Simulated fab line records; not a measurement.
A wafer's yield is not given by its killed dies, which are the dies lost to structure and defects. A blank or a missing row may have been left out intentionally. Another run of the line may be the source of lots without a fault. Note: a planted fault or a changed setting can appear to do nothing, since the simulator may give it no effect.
Which of the tools did it? -- flow gf180mcu -- 37 wafers from 13 lots sampled at 2 of the route's 602 steps

WHAT THE GAUGES READ, wafer by wafer
GF_CONTACT_RS_MEAS_25: measurement is done with a four-point probe.
lot,measured,on,CONTACT_W_RS (ohm/sq)
L776,day 16 09:45,film metro-04,0.384 0.379 0.376
L778,day 16 16:15,film metro-01,0.381 0.379 0.379
L779,day 17 00:24,film metro-04,0.383 0.386 0.381
L781,day 17 22:14,film metro-03,0.374 0.375 0.375
L782,day 18 15:32,film metro-03,0.384 0.384 0.380
L786,day 20 07:55,film metro-01,0.374 0.380
L788,day 20 18:46,film metro-03,0.371 0.374
L791,day 22 02:10,film metro-04,0.380 0.378 0.376
L794,day 22 18:26,film metro-04,0.372 0.382 0.376
L795,day 23 05:33,film metro-03,0.385 0.383 0.382
L797,day 23 19:47,film metro-04,0.379 0.384 0.380
L798,day 24 02:27,film metro-04,0.379 0.374 0.382
L799,day 24 03:40,film metro-01,0.381 0.375 0.375

WHICH TOOL RAN EACH LOT (tool, then ch and the chambers of the sampled wafers, then the start)
lot,GF_CONTACT_SPUTTER_23
L776,"pvd sputter-03, day 16 09:37"
L778,"pvd sputter-03, day 16 16:07"
L779,"pvd sputter-04, day 17 00:12"
L781,"pvd sputter-03, day 17 22:02"
L782,"pvd sputter-04, day 18 15:20"
L786,"pvd sputter-04, day 20 07:43"
L788,"pvd sputter-03, day 20 18:36"
L791,"pvd sputter-04, day 22 02:01"
L794,"pvd sputter-03, day 22 18:16"
L795,"pvd sputter-04, day 23 05:25"
L797,"pvd sputter-04, day 23 19:37"
L798,"pvd sputter-02, day 24 02:16"
L799,"pvd sputter-02, day 24 03:31"
- GF_CONTACT_SPUTTER_23: material TiN, target thk 10 nm, time 40 s.

WHAT THE TOOLS THEMSELVES READ (means of the sampled wafers that have a number; where no wafer has one, the mark that the record gives instead)
GF_CONTACT_SPUTTER_23.
lot,tool,cathode dc power W (W),throttle valve pct (%)
L776,pvd sputter-03,4000.2,29.4
L778,pvd sputter-03,4000.1,31.0
L779,pvd sputter-04,4000.4,31.1
L781,pvd sputter-03,4000.2,30.3
L782,pvd sputter-04,4000.3,31.2
L786,pvd sputter-04,4000.5,30.8
L788,pvd sputter-03,3999.9,29.7
L791,pvd sputter-04,3999.6,31.1
L794,pvd sputter-03,4000.1,29.9
L795,pvd sputter-04,3999.3,30.9
L797,pvd sputter-04,3999.9,30.6
L798,pvd sputter-02,4000.2,30.4
L799,pvd sputter-02,4000.0,28.9

THE ANSWER, worked out from the rows above alone
Rule: what is usual is taken from the lots themselves. The widest of any qualifying gaps counts: lots, ordered by their means at a reading, are off when they make up no more than a third of the lots, leave a main group of 4 or more, and stand apart from it by 3 or more times the standard deviation of that group's means. The tables above print the reading to a certain number of digits; a main group whose means all agree to those digits is not used. A lot without any number at a reading at which 4 lots or more have one is off too. Where the step has rows for the other lots, those lots are counted as sound. The gauges are gone through in route order, then the tools' own readings, and for those a lot's mean is taken as printed above. The first step at which some lot is off is used, and at that step the reading that is off furthest; a lot without a number counts as furthest.
Nothing can be told from this: no lot is off at any reading shown.

WHAT THE SIMULATOR PUT IN
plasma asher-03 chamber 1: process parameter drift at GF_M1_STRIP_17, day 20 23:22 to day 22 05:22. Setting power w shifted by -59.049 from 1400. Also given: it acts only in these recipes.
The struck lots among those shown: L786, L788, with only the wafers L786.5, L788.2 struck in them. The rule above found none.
